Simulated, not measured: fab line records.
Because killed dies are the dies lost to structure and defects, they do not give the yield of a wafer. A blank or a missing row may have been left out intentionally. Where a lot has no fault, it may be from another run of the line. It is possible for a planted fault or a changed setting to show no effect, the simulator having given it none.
A single fault, viewed from 2 desks || flow sky130 || each desk holds nothing but its own numbers, with what lay behind them at the end

== THE TOOL OWNER'S DESK: pvd_sputter-04 ==
The tool's own readings at SKY_METAL2_SPUTTER_00 (material Ti, target thk 15 nm, time 10 s): means of the sampled wafers that have a number, for each lot that ran on this tool. Marked OUT: a lot whose mean sits more than 4 standard deviations from the usual mean, which makes it out of limits; the brackets give that distance.
Columns: A = throttle_valve_pct at SKY_METAL2_SPUTTER_00, usual 30.0 %
{"lot": "L229", "first seen here": "day 33 16:37", "A": 29.4}
{"lot": "L238", "first seen here": "day 37 01:37", "A": 29.5}
{"lot": "L239", "first seen here": "day 37 17:50", "A": 30.4}
{"lot": "L241", "first seen here": "day 38 09:40", "A": 29.8}
Result from this desk: across the 4 lots, nothing is out of limits.

== METROLOGY DESK ==
What the gauges read for every lot (on any tool): the sampled wafers with a number, averaged. Marked OUT: a lot whose mean sits more than 4 standard deviations from the usual mean, which makes it out of limits; the brackets give that distance.
Columns: A = VIA1_OVL at SKY_VIA1_OVL_MEAS_13, usual 2 nm; B = VIA1_W_RS at SKY_VIA1_RS_MEAS_22, usual 0.426 ohm/sq; C = VIA1_W_THK at SKY_VIA1_THK_MEAS_23, usual 264 nm
{"lot": "L229", "first seen here": "day 33 15:16", "A": 5, "B": 0.425, "C": 266}
{"lot": "L238", "first seen here": "day 37 00:16", "A": -3, "B": 0.426, "C": 264}
{"lot": "L239", "first seen here": "day 37 16:19", "A": 2, "B": 0.431, "C": 260}
{"lot": "L241", "first seen here": "day 38 08:17", "A": 3, "B": 0.427, "C": 265}
{"lot": "L243", "first seen here": "day 38 16:52", "A": 5, "B": 0.426, "C": 266}
{"lot": "L245", "first seen here": "day 39 05:43", "A": 4, "B": 0.426, "C": 263}
{"lot": "L251", "first seen here": "day 40 18:04", "A": 2, "B": 0.421, "C": 268}
Result from this desk: across the 7 lots, nothing is out of limits.

== BROUGHT TOGETHER ==
The desk of the tool owner found nothing out of limits.
From the metrology desk's view, nothing was out of limits.

== WHAT THE SIMULATOR HAD PUT IN ==
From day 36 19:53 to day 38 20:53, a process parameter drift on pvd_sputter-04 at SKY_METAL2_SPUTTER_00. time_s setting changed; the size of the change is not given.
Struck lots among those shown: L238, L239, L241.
